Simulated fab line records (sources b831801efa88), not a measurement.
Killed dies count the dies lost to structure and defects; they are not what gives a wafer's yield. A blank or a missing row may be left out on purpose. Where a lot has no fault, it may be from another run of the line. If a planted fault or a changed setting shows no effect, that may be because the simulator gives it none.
Matching of chambers	flow gf180mcu	4 sister chambers for GF_POLY_GATE_ETCH_13 on rie si-02
The step etches poly-Si in HBr/Cl2, stops on SiO2, target depth 198.5 nm, time 69.6 s. 4 wafers are shown with their chamber, then 7 later ones without.

## WAFERS, EACH WITH ITS CHAMBER
wafer	chamber	drypump motor current A (A)
L503.4	2	5.6
L503.5	0	4.9
L504.2	1	4.9
L504.4	3	6.6

## WAFERS MISSING THEIR CHAMBER
wafer	drypump motor current A (A)
L504.5	5.0
L508.1	5.6
L508.4	4.9
L508.6	5.6
L510.4	4.9
L510.5	4.9
L510.6	4.9

## EACH ONE'S CHAMBER
wafer	from the rows above	in truth
L504.5	can't be placed: 0 or 1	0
L508.1	2	2
L508.4	can't be placed: 0 or 1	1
L508.6	2	2
L510.4	can't be placed: 0 or 1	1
L510.5	can't be placed: 0 or 1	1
L510.6	can't be placed: 0 or 1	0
Placed correctly: 2 of 7. Cannot be placed on the basis of these rows: 5; the candidates contain the true chamber in 5. Wrongly placed: 0.
How it was worked out, from the rows above alone: a wafer's distance from a chamber is the root of the sum, over the readings, of the square of ((its reading less the chamber's mean) divided by the reading's scatter). If the next closest chamber is less than 2 further off than the closest, the wafer can't be placed; otherwise it belongs to the closest. Each chamber's mean is taken over the wafers shown for it. The scatter (one wafer shown for each chamber): square how far every hidden wafer sits from the nearest shown wafer, average those squares and take the square root.
